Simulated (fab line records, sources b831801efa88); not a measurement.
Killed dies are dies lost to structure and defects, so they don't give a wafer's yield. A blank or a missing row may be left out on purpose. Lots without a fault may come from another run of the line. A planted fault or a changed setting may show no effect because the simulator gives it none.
One fault seen from 2 desks | flow sky130 | each desk has only its own numbers; what lay behind them comes last

THE TOOL OWNER'S DESK: rie_diel-01
The tool's own readings at SKY_VIA3_ETCH_14 (etches BARC in N2/H2, stops on SiO2, time 45.9 s, target depth 60 nm): means of the sampled wafers that have a number, for each lot that ran on this tool. A lot is out of limits, marked OUT, if its mean lies more than 4 standard deviations from the usual mean; the brackets give that distance.
Columns: A = chamber_pressure_mTorr at SKY_VIA3_ETCH_14, usual 30.002 mTorr; B = drypump_motor_current_A at SKY_VIA3_ETCH_14, usual 5.5 A; C = oes_product_au at SKY_VIA3_ETCH_14, usual 0.854 a.u.; D = rf_fwd_power_W at SKY_VIA3_ETCH_14, usual 494.5 W; E = throttle_valve_pct at SKY_VIA3_ETCH_14, usual 13.226 %
lot  | first seen here | A                        | B   | C     | D     | E
L980 | day 39 04:50    | 29.983                   | 5.6 | 0.851 | 496.3 | 13.224
L987 | day 41 23:32    | 30.023                   | 5.5 | 0.859 | 494.6 | 13.227
L990 | day 43 02:59    | 30.006                   | 5.2 | 0.858 | 493.3 | 13.226
L991 | day 43 04:56    | 30.012                   | 5.4 | 0.856 | 495.3 | 13.230
L998 | day 45 00:02    | 30.005                   | 5.3 | 0.853 | 494.4 | 13.220
L100 | day 45 05:47    | 23.991 (-99 or more) OUT | 5.6 | 0.851 | 495.2 | 13.225
L101 | day 45 11:35    | 24.013 (-99 or more) OUT | 5.6 | 0.858 | 494.1 | 13.226
This desk's finding: out of limits on L100, L101; first on L100, day 45 05:47 (chamber_pressure_mTorr at SKY_VIA3_ETCH_14). In limits: L980, L987, L990, L991, L998.

THE METROLOGY DESK
What the gauges read, lot by lot, whatever tool the lot ran on: means of the sampled wafers that have a number. A lot is out of limits, marked OUT, if its mean lies more than 4 standard deviations from the usual mean; the brackets give that distance.
Columns: A = METAL3_OVL at SKY_METAL3_OVL_MEAS_14, usual -1 nm; B = VIA3_W_THK at SKY_VIA3_THK_MEAS_23, usual 377 nm
lot  | first seen here | A  | B
L980 | day 38 01:51    | -4 | 381
L984 | day 39 14:28    | -6 | 387
L985 | day 40 04:24    | 4  | 376
L986 | day 40 18:57    | -6 | 379
L987 | day 40 22:08    | -4 | 378
L990 | day 42 02:35    | 1  | 369
L991 | day 42 03:45    | 4  | 373
L994 | day 42 16:27    | -2 | 380
L998 | day 44 00:40    | 5  | 382
L100 | day 44 06:01    | -3 | 394
L101 | day 44 12:42    | -3 | 372
L102 | day 44 18:56    | -3 | 388
This desk's finding: nothing out of limits on any of the 12 lots.

PUT TOGETHER
The tool owner's desk could have raised an alarm at day 45 05:47, on L100, L101.
The metrology desk saw nothing out of limits.
The metrology desk has L100, L101 on record, within its limits.
Of the lots named, all ran SKY_VIA3_ETCH_14 on rie_diel-01.

WHAT THE SIMULATOR HAD PUT IN
Process parameter drift: rie_diel-01, from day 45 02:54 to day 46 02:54, at SKY_VIA3_ETCH_14. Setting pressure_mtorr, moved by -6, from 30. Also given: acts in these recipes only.
Lots struck among those shown: L100, L101.
Hours from the fault's start to each desk's first reading out of limits: the tool owner's desk, 3.
